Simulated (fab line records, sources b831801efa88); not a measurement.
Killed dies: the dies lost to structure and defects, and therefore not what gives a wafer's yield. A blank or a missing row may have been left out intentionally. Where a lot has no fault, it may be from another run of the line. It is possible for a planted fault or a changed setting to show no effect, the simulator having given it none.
The tool behind it: which one? + flow sky130 + Sampling: 13 lots, 39 wafers, 5 of 708 route steps

WHAT THE GAUGES SHOWED, per wafer
SKY_POLY_GATE_THK_MEAS_01. Usual: POLY_GATE_CVD_00_THK typically reads 180.4 nm, with standard deviation 2.1.
| lot  | measured     | on           | POLY_GATE_CVD_00_THK (nm) | flag |
|------|--------------|--------------|---------------------------|------|
| L156 | day 15 06:32 | filmMetro-02 | 183.5 181.5 183.2         |      |
| L157 | day 15 09:49 | filmMetro-02 | 179.8 178.5 178.1         |      |
| L158 | day 15 14:04 | filmMetro-01 | 179.2 178.3 178.7         |      |
| L159 | day 16 05:36 | filmMetro-02 | 181.2 182.2 182.4         |      |
| L161 | day 17 01:14 | filmMetro-01 | 180.8 184.6 182.3         |      |
| L168 | day 19 09:18 | filmMetro-04 | 178.1 178.3 179.2         |      |
| L171 | day 19 22:46 | filmMetro-02 | 177.3 177.2 176.6         |      |
| L172 | day 20 01:28 | filmMetro-04 | 177.3 178.2 178.1         |      |
| L173 | day 20 17:52 | filmMetro-04 | 180.6 179.7 179.5         |      |
| L174 | day 20 22:08 | filmMetro-01 | 178.5 180.6 182.4         |      |
| L177 | day 21 12:14 | filmMetro-02 | 180.4 181.7 179.9         |      |
| L176 | day 21 13:25 | filmMetro-04 | 179.7 180.4 179.1         |      |
| L178 | day 22 10:22 | filmMetro-01 | 177.8 178.2 176.5         |      |

SKY_SPACER_THK_MEAS_01. Usual: SPACER_CVD_00_THK typically reads 43.2 nm, with standard deviation 0.36.
| lot  | measured     | on           | SPACER_CVD_00_THK (nm) | flag |
|------|--------------|--------------|------------------------|------|
| L156 | day 24 04:53 | filmMetro-03 | 43.1 43.0 42.9         |      |
| L157 | day 24 09:05 | filmMetro-03 | 43.1 42.9 43.4         |      |
| L158 | day 24 15:33 | filmMetro-03 | 43.4 43.3 43.0         |      |
| L159 | day 25 08:43 | filmMetro-03 | 42.8 43.1 42.7         |      |
| L161 | day 26 06:23 | filmMetro-03 | 43.8 43.8 43.4         |      |
| L168 | day 28 09:42 | filmMetro-03 | 43.1 43.7 43.7         |      |
| L171 | day 28 21:32 | filmMetro-01 | 43.6 43.5 43.8         |      |
| L172 | day 28 21:32 | filmMetro-04 | 42.9 43.2 42.8         |      |
| L173 | day 29 17:37 | filmMetro-03 | 43.0 43.3 42.8         |      |
| L174 | day 29 21:28 | filmMetro-04 | 43.0 43.0 42.7         |      |
| L177 | day 30 08:44 | filmMetro-01 | 42.7 42.8 43.2         |      |
| L176 | day 30 12:06 | filmMetro-03 | 42.8 42.7 42.9         |      |
| L178 | day 31 02:31 | filmMetro-03 | 43.5 43.1 43.3         |      |

SKY_SD_N_TW_MEAS_12. Usual: SD_N_TW typically reads 3922, with standard deviation 24.
| lot  | measured     | on           | SD_N_TW        | flag |
|------|--------------|--------------|----------------|------|
| L156 | day 29 01:07 | filmMetro-04 | 3946 3948 3953 |      |
| L157 | day 29 07:02 | filmMetro-02 | 3909 3903 3918 |      |
| L158 | day 29 13:46 | filmMetro-02 | 3902 3911 3915 |      |
| L159 | day 30 03:57 | filmMetro-02 | 3928 3940 3905 |      |
| L161 | day 30 23:50 | filmMetro-04 | 30 30 30       | OFF  |
| L168 | day 33 01:34 | filmMetro-01 | 3918 3917 3920 |      |
| L171 | day 33 12:17 | filmMetro-01 | 3926 3913 3897 |      |
| L172 | day 33 12:49 | filmMetro-02 | 3913 3902 3926 |      |
| L173 | day 34 08:05 | filmMetro-01 | 3947 3945 3922 |      |
| L174 | day 34 09:37 | filmMetro-02 | 3899 3896 3879 |      |
| L177 | day 34 21:56 | filmMetro-01 | 3925 3927 3929 |      |
| L176 | day 34 23:22 | filmMetro-02 | 3885 3885 3894 |      |
| L178 | day 35 16:58 | filmMetro-02 | 3902 3896 3903 |      |

WHAT TOOL EACH LOT RAN ON (gives the tool, then ch and the chambers of the sampled wafers, and finally the start)
| lot  | SKY_RES_XHIGH_STRIP_08              | SKY_SD_N_STRIP_11                   |
|------|-------------------------------------|-------------------------------------|
| L156 | plasmaAsher-02 ch 0,1, day 27 20:20 | plasmaAsher-03 ch 0,1, day 29 01:01 |
| L157 | plasmaAsher-02 ch 0,1, day 28 01:57 | plasmaAsher-03 ch 1, day 29 06:56   |
| L158 | plasmaAsher-04 ch 0,1, day 28 08:43 | plasmaAsher-03 ch 0,1, day 29 13:40 |
| L159 | plasmaAsher-01 ch 0,1, day 28 23:46 | plasmaAsher-03 ch 0,1, day 30 03:50 |
| L161 | plasmaAsher-02 ch 0,1, day 29 19:59 | plasmaAsher-01 ch 0,1, day 30 23:45 |
| L168 | plasmaAsher-01 ch 0,1, day 31 21:01 | plasmaAsher-03 ch 0,1, day 33 01:28 |
| L171 | plasmaAsher-04 ch 0,1, day 32 08:55 | plasmaAsher-03 ch 0,1, day 33 12:11 |
| L172 | plasmaAsher-02 ch 0,1, day 32 09:25 | plasmaAsher-02 ch 0,1, day 33 12:43 |
| L173 | plasmaAsher-04 ch 0,1, day 33 04:40 | plasmaAsher-01 ch 0,1, day 34 07:59 |
| L174 | plasmaAsher-01 ch 0,1, day 33 06:41 | plasmaAsher-03 ch 0,1, day 34 09:31 |
| L177 | plasmaAsher-02 ch 0,1, day 33 19:08 | plasmaAsher-01 ch 0,1, day 34 21:49 |
| L176 | plasmaAsher-01 ch 0,1, day 33 21:04 | plasmaAsher-02 ch 0,1, day 34 23:16 |
| L178 | plasmaAsher-02 ch 1, day 34 13:46   | plasmaAsher-01 ch 0, day 35 16:52   |
- SKY_RES_XHIGH_STRIP_08: strips in O2/N2.
- SKY_SD_N_STRIP_11: strips in O2/N2.

AS READ BY THE TOOLS THEMSELVES (means over the sampled wafers that have a number; for cases with no such wafer, the mark the record gives instead)
SKY_RES_XHIGH_STRIP_08. Usual: drypumpMotorCurrentA 5.6 A, standard deviation 0.36; oesProductAu 0.710 a.u., standard deviation 0.0044; stripTimeToEndpointS 14.28 s, standard deviation 0.049.
| lot  | tool           | drypumpMotorCurrentA (A) | oesProductAu (a.u.) | stripTimeToEndpointS (s) | flag |
|------|----------------|--------------------------|---------------------|--------------------------|------|
| L156 | plasmaAsher-02 | 5.7                      | 0.709               | 14.29                    |      |
| L157 | plasmaAsher-02 | 5.7                      | 0.711               | 14.28                    |      |
| L158 | plasmaAsher-04 | 5.7                      | 0.708               | 14.27                    |      |
| L159 | plasmaAsher-01 | 5.4                      | 0.710               | 14.26                    |      |
| L161 | plasmaAsher-02 | 6.1                      | 0.917               | -                        | OFF  |
| L168 | plasmaAsher-01 | 5.4                      | 0.713               | 14.30                    |      |
| L171 | plasmaAsher-04 | 5.7                      | 0.707               | 14.23                    |      |
| L172 | plasmaAsher-02 | 5.7                      | 0.710               | 14.25                    |      |
| L173 | plasmaAsher-04 | 5.5                      | 0.709               | 14.33                    |      |
| L174 | plasmaAsher-01 | 5.4                      | 0.710               | 14.31                    |      |
| L177 | plasmaAsher-02 | 5.7                      | 0.703               | 14.18                    |      |
| L176 | plasmaAsher-01 | 5.3                      | 0.711               | 14.34                    |      |
| L178 | plasmaAsher-02 | 5.4                      | 0.714               | 14.22                    |      |

SKY_SD_N_STRIP_11. Usual: drypumpMotorCurrentA 5.5 A, standard deviation 0.36; oesProductAu 0.527 a.u., standard deviation 0.0044; stripTimeToEndpointS 22.54 s, standard deviation 0.043.
| lot  | tool           | drypumpMotorCurrentA (A) | oesProductAu (a.u.) | stripTimeToEndpointS (s) | flag |
|------|----------------|--------------------------|---------------------|--------------------------|------|
| L156 | plasmaAsher-03 | 5.3                      | 0.521               | 22.49                    |      |
| L157 | plasmaAsher-03 | 5.4                      | 0.527               | 22.56                    |      |
| L158 | plasmaAsher-03 | 5.4                      | 0.530               | 22.60                    |      |
| L159 | plasmaAsher-03 | 5.4                      | 0.531               | 22.60                    |      |
| L161 | plasmaAsher-01 | 5.3                      | 0.574               | 29.15                    | OFF  |
| L168 | plasmaAsher-03 | 5.3                      | 0.527               | 22.56                    |      |
| L171 | plasmaAsher-03 | 5.3                      | 0.530               | 22.51                    |      |
| L172 | plasmaAsher-02 | 5.7                      | 0.528               | 22.56                    |      |
| L173 | plasmaAsher-01 | 5.3                      | 0.526               | 22.50                    |      |
| L174 | plasmaAsher-03 | 5.3                      | 0.534               | 22.46                    |      |
| L177 | plasmaAsher-01 | 5.3                      | 0.526               | 22.48                    |      |
| L176 | plasmaAsher-02 | 5.7                      | 0.530               | 22.55                    |      |
| L178 | plasmaAsher-01 | 5.3                      | 0.529               | 22.49                    |      |

THE ANSWER, worked out from the rows above alone
Rule: a lot counts as off when the mean over its wafers that have a number is more than 3 standard deviations away from the usual mean. Also off: a lot with no number at a reading for which 4 or more lots have one. Where the step has rows for the other lots, those lots are counted as sound. After the gauges, taken in route order, come the tools' own readings; for these a lot's mean is taken, as printed above. At the first step where some lot is off, the reading lying furthest off is the one used; lots without a number count as furthest.
Off: L161, at SKY_SD_N_TW_MEAS_12 (SD_N_TW).
If a tool, at a process step before that reading, ran all the lots that are off and no sound lot after the first of them, it fits. Not tried: the gauges at SKY_SD_N_TW_MEAS_12; whatever is off there is also off at SKY_RES_XHIGH_STRIP_08, on other tools, and gauge error can't account for it. Not one of the candidates tried fits.

WHAT THE SIMULATOR HAD INSERTED
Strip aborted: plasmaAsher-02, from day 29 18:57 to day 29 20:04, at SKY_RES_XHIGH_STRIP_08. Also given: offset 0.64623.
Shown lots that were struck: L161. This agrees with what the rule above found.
